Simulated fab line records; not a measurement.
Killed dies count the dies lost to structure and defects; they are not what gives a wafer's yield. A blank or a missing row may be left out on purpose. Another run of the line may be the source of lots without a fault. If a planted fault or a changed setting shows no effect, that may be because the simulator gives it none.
The tool behind it: which one? :: flow gf180mcu :: 13 lots, 39 wafers sampled, at 5 steps of a route of 602

== WHAT THE GAUGES READ, wafer by wafer ==
GF_POLY_GATE_OVL_MEAS_11. Usual: for POLY_GATE_OVL the level is 1 nm and the standard deviation is 5.6.
lot: L400
measured: day 9 19:35
on: overlay-01
POLY_GATE_OVL (nm): 8 4 5
flag: 

lot: L401
measured: day 10 01:14
on: overlay-02
POLY_GATE_OVL (nm): 5 10 2
flag: 

lot: L402
measured: day 10 08:58
on: overlay-02
POLY_GATE_OVL (nm): -6 -6 -9
flag: 

lot: L403
measured: day 10 12:26
on: overlay-02
POLY_GATE_OVL (nm): 1 -2 -4
flag: 

lot: L406
measured: day 11 12:25
on: overlay-01
POLY_GATE_OVL (nm): -1 -5 8
flag: 

lot: L411
measured: day 12 23:11
on: overlay-02
POLY_GATE_OVL (nm): 0 7 7
flag: 

lot: L412
measured: day 13 13:16
on: overlay-02
POLY_GATE_OVL (nm): -4 -5 -2
flag: 

lot: L413
measured: day 13 17:07
on: overlay-02
POLY_GATE_OVL (nm): -5 -3 -6
flag: 

lot: L414
measured: day 14 03:16
on: overlay-02
POLY_GATE_OVL (nm): 5 -4 -3
flag: 

lot: L416
measured: day 14 16:35
on: overlay-01
POLY_GATE_OVL (nm): 3 4 -2
flag: 

lot: L417
measured: day 15 00:37
on: overlay-02
POLY_GATE_OVL (nm): -1 3 -2
flag: 

lot: L419
measured: day 15 11:29
on: overlay-01
POLY_GATE_OVL (nm): 8 -5 -8
flag: 

lot: L421
measured: day 16 03:00
on: overlay-01
POLY_GATE_OVL (nm): 7 1 3
flag: 

GF_HV_LDD_TW_MEAS_50. Usual: for HV_LDD_4_TW the level is 566 and the standard deviation is 4.1.
lot: L400
measured: day 13 02:41
on: filmMetro-01
HV_LDD_4_TW: 565 562 560
flag: 

lot: L401
measured: day 13 09:02
on: filmMetro-02
HV_LDD_4_TW: 567 572 569
flag: 

lot: L402
measured: day 13 17:02
on: filmMetro-03
HV_LDD_4_TW: 582 582 579
flag: OFF

lot: L403
measured: day 13 20:49
on: filmMetro-03
HV_LDD_4_TW: 580 583 584
flag: OFF

lot: L406
measured: day 15 01:11
on: filmMetro-03
HV_LDD_4_TW: 561 558 558
flag: 

lot: L411
measured: day 16 17:18
on: filmMetro-02
HV_LDD_4_TW: 569 571 570
flag: 

lot: L412
measured: day 17 08:14
on: filmMetro-02
HV_LDD_4_TW: 568 570 568
flag: 

lot: L413
measured: day 17 14:43
on: filmMetro-03
HV_LDD_4_TW: 563 563 561
flag: 

lot: L414
measured: day 18 01:40
on: filmMetro-02
HV_LDD_4_TW: 568 567 567
flag: 

lot: L416
measured: day 18 16:13
on: filmMetro-02
HV_LDD_4_TW: 567 565 565
flag: 

lot: L417
measured: day 18 23:33
on: filmMetro-02
HV_LDD_4_TW: 566 566 568
flag: 

lot: L419
measured: day 19 09:22
on: filmMetro-01
HV_LDD_4_TW: 568 566 570
flag: 

lot: L421
measured: day 20 05:26
on: filmMetro-01
HV_LDD_4_TW: 568 565 563
flag: 

GF_PSD_OVL_MEAS_08. Usual: for PSD_OVL the level is 0.1 nm and the standard deviation is 1.3.
lot: L400
measured: day 14 23:41
on: overlay-02
PSD_OVL (nm): 0.4 0.6 0.5
flag: 

lot: L401
measured: day 15 06:22
on: overlay-01
PSD_OVL (nm): 0.5 -0.4 -0.8
flag: 

lot: L402
measured: day 15 14:47
on: overlay-01
PSD_OVL (nm): 1.1 0.9 -0.5
flag: 

lot: L403
measured: day 15 19:02
on: overlay-01
PSD_OVL (nm): 0.0 -0.3 -1.3
flag: 

lot: L406
measured: day 17 01:20
on: overlay-02
PSD_OVL (nm): 0.3 0.4 0.9
flag: 

lot: L411
measured: day 18 19:28
on: overlay-02
PSD_OVL (nm): -0.6 0.3 0.5
flag: 

lot: L412
measured: day 19 11:05
on: overlay-01
PSD_OVL (nm): -2.1 -0.8 -2.8
flag: 

lot: L413
measured: day 19 18:02
on: overlay-02
PSD_OVL (nm): -3.4 -3.3 -3.6
flag: 

lot: L414
measured: day 20 05:26
on: overlay-01
PSD_OVL (nm): 2.9 5.1 2.8
flag: 

lot: L416
measured: day 20 23:14
on: overlay-01
PSD_OVL (nm): -1.6 -1.3 0.4
flag: 

lot: L417
measured: day 21 03:00
on: overlay-02
PSD_OVL (nm): -0.1 0.4 0.4
flag: 

lot: L419
measured: day 21 11:26
on: overlay-02
PSD_OVL (nm): 0.2 -0.4 0.7
flag: 

lot: L421
measured: day 22 07:41
on: overlay-01
PSD_OVL (nm): -0.2 0.1 -0.3
flag: 

== WHAT TOOL EACH LOT RAN ON (gives the tool, then ch and the chambers of the sampled wafers, and finally the start) ==
lot: L400
GF_POLY_GATE_ETCH_12: rieDiel-01 ch 1,2,3, day 9 19:37
GF_HV_LDD_IMPLANT_48: implanter-04 ch 0, day 13 02:26

lot: L401
GF_POLY_GATE_ETCH_12: rieDiel-04 ch 0,1,2, day 10 01:16
GF_HV_LDD_IMPLANT_48: implanter-04 ch 0, day 13 08:47

lot: L402
GF_POLY_GATE_ETCH_12: rieDiel-01 ch 1,2,3, day 10 08:59
GF_HV_LDD_IMPLANT_48: implanter-04 ch 0, day 13 16:49

lot: L403
GF_POLY_GATE_ETCH_12: rieDiel-04 ch 0,2, day 10 12:28
GF_HV_LDD_IMPLANT_48: implanter-04 ch 0, day 13 20:34

lot: L406
GF_POLY_GATE_ETCH_12: rieDiel-04 ch 0,1,3, day 11 12:28
GF_HV_LDD_IMPLANT_48: implanter-02 ch 0, day 15 00:56

lot: L411
GF_POLY_GATE_ETCH_12: rieDiel-04 ch 0,2, day 12 23:13
GF_HV_LDD_IMPLANT_48: implanter-01 ch 0, day 16 17:05

lot: L412
GF_POLY_GATE_ETCH_12: rieDiel-01 ch 0,1, day 13 13:19
GF_HV_LDD_IMPLANT_48: implanter-04 ch 0, day 17 07:59

lot: L413
GF_POLY_GATE_ETCH_12: rieDiel-03 ch 0,1, day 13 17:10
GF_HV_LDD_IMPLANT_48: implanter-04 ch 0, day 17 14:28

lot: L414
GF_POLY_GATE_ETCH_12: rieDiel-04 ch 0,3, day 14 03:17
GF_HV_LDD_IMPLANT_48: implanter-02 ch 0, day 18 01:27

lot: L416
GF_POLY_GATE_ETCH_12: rieDiel-01 ch 1,2, day 14 16:37
GF_HV_LDD_IMPLANT_48: implanter-02 ch 0, day 18 15:58

lot: L417
GF_POLY_GATE_ETCH_12: rieDiel-01 ch 0,1,2, day 15 00:40
GF_HV_LDD_IMPLANT_48: implanter-02 ch 0, day 18 23:18

lot: L419
GF_POLY_GATE_ETCH_12: rieDiel-03 ch 0,2,3, day 15 11:31
GF_HV_LDD_IMPLANT_48: implanter-01 ch 0, day 19 09:07

lot: L421
GF_POLY_GATE_ETCH_12: rieDiel-03 ch 0,3, day 16 03:01
GF_HV_LDD_IMPLANT_48: implanter-01 ch 0, day 20 05:14
- GF_POLY_GATE_ETCH_12: etches BARC in N2/H2.
- GF_HV_LDD_IMPLANT_48

== AS READ BY THE TOOLS THEMSELVES (means over the sampled wafers that have a number; for cases with no such wafer, the mark the record gives instead) ==
GF_POLY_GATE_ETCH_12. Usual: drypumpMotorCurrentA 5.8 A, standard deviation 0.44; oesProductAu 0.735 a.u., standard deviation 0.0043; throttleValvePct 13.215 %, standard deviation 0.0085.
lot: L400
tool: rieDiel-01
drypumpMotorCurrentA (A): 6.3
oesProductAu (a.u.): 0.728
throttleValvePct (%): 13.220
flag: 

lot: L401
tool: rieDiel-04
drypumpMotorCurrentA (A): 5.8
oesProductAu (a.u.): 0.733
throttleValvePct (%): 13.217
flag: 

lot: L402
tool: rieDiel-01
drypumpMotorCurrentA (A): 6.3
oesProductAu (a.u.): 0.734
throttleValvePct (%): 13.221
flag: 

lot: L403
tool: rieDiel-04
drypumpMotorCurrentA (A): 6.1
oesProductAu (a.u.): 0.736
throttleValvePct (%): 13.214
flag: 

lot: L406
tool: rieDiel-04
drypumpMotorCurrentA (A): 5.6
oesProductAu (a.u.): 0.737
throttleValvePct (%): 13.218
flag: 

lot: L411
tool: rieDiel-04
drypumpMotorCurrentA (A): 6.1
oesProductAu (a.u.): 0.733
throttleValvePct (%): 13.221
flag: 

lot: L412
tool: rieDiel-01
drypumpMotorCurrentA (A): 6.3
oesProductAu (a.u.): 0.735
throttleValvePct (%): 13.219
flag: 

lot: L413
tool: rieDiel-03
drypumpMotorCurrentA (A): 6.0
oesProductAu (a.u.): 0.735
throttleValvePct (%): 13.213
flag: 

lot: L414
tool: rieDiel-04
drypumpMotorCurrentA (A): 5.5
oesProductAu (a.u.): 0.736
throttleValvePct (%): 13.217
flag: 

lot: L416
tool: rieDiel-01
drypumpMotorCurrentA (A): 6.3
oesProductAu (a.u.): 0.735
throttleValvePct (%): 13.215
flag: 

lot: L417
tool: rieDiel-01
drypumpMotorCurrentA (A): 6.0
oesProductAu (a.u.): 0.737
throttleValvePct (%): 13.223
flag: 

lot: L419
tool: rieDiel-03
drypumpMotorCurrentA (A): 5.7
oesProductAu (a.u.): 0.738
throttleValvePct (%): 13.220
flag: 

lot: L421
tool: rieDiel-03
drypumpMotorCurrentA (A): 5.6
oesProductAu (a.u.): 0.732
throttleValvePct (%): 13.212
flag: 

GF_HV_LDD_IMPLANT_48. Usual: beamEnergyKeV 24.999, standard deviation 0.007; doseIonsCm2 3e+13, standard deviation 3.1e+10; faradayCurrentUA 169, standard deviation 3.2.
lot: L400
tool: implanter-04
beamEnergyKeV: 25.003
doseIonsCm2: 3e+13
faradayCurrentUA: 170
flag: 

lot: L401
tool: implanter-04
beamEnergyKeV: 24.997
doseIonsCm2: 3e+13
faradayCurrentUA: 169
flag: 

lot: L402
tool: implanter-04
beamEnergyKeV: 24.997
doseIonsCm2: 3e+13
faradayCurrentUA: 190
flag: OFF

lot: L403
tool: implanter-04
beamEnergyKeV: 24.990
doseIonsCm2: 3e+13
faradayCurrentUA: 192
flag: OFF

lot: L406
tool: implanter-02
beamEnergyKeV: 25.000
doseIonsCm2: 3e+13
faradayCurrentUA: 172
flag: 

lot: L411
tool: implanter-01
beamEnergyKeV: 25.000
doseIonsCm2: 3e+13
faradayCurrentUA: 169
flag: 

lot: L412
tool: implanter-04
beamEnergyKeV: 24.996
doseIonsCm2: 3e+13
faradayCurrentUA: 169
flag: 

lot: L413
tool: implanter-04
beamEnergyKeV: 25.009
doseIonsCm2: 3e+13
faradayCurrentUA: 168
flag: 

lot: L414
tool: implanter-02
beamEnergyKeV: 25.011
doseIonsCm2: 3e+13
faradayCurrentUA: 170
flag: 

lot: L416
tool: implanter-02
beamEnergyKeV: 24.998
doseIonsCm2: 3e+13
faradayCurrentUA: 172
flag: 

lot: L417
tool: implanter-02
beamEnergyKeV: 25.008
doseIonsCm2: 3e+13
faradayCurrentUA: 171
flag: 

lot: L419
tool: implanter-01
beamEnergyKeV: 24.996
doseIonsCm2: 3e+13
faradayCurrentUA: 169
flag: 

lot: L421
tool: implanter-01
beamEnergyKeV: 25.004
doseIonsCm2: 3e+13
faradayCurrentUA: 172
flag: 

== THE ANSWER, worked out from the rows above alone ==
Rule: a lot counts as off when the mean over its wafers that have a number is more than 3 standard deviations away from the usual mean. A lot without any number at a reading at which 4 lots or more have one is off too. Any other lot the step has rows for is counted as sound. After the gauges, taken in route order, come the tools' own readings; for these a lot's mean is taken, as printed above. At the first step where some lot is off, the reading lying furthest off is the one used; lots without a number count as furthest.
Off: at GF_HV_LDD_TW_MEAS_50 (HV_LDD_4_TW), L402, L403.
If a tool, at a process step before that reading, ran all the lots that are off and no sound lot after the first of them, it fits. The gauges at GF_HV_LDD_TW_MEAS_50 aren't tried: what is off there is off at GF_HV_LDD_IMPLANT_48 too, on other tools, and a gauge's error can't cause that. None of those tried fits.

== WHAT HAD BEEN PUT IN BY THE SIMULATOR ==
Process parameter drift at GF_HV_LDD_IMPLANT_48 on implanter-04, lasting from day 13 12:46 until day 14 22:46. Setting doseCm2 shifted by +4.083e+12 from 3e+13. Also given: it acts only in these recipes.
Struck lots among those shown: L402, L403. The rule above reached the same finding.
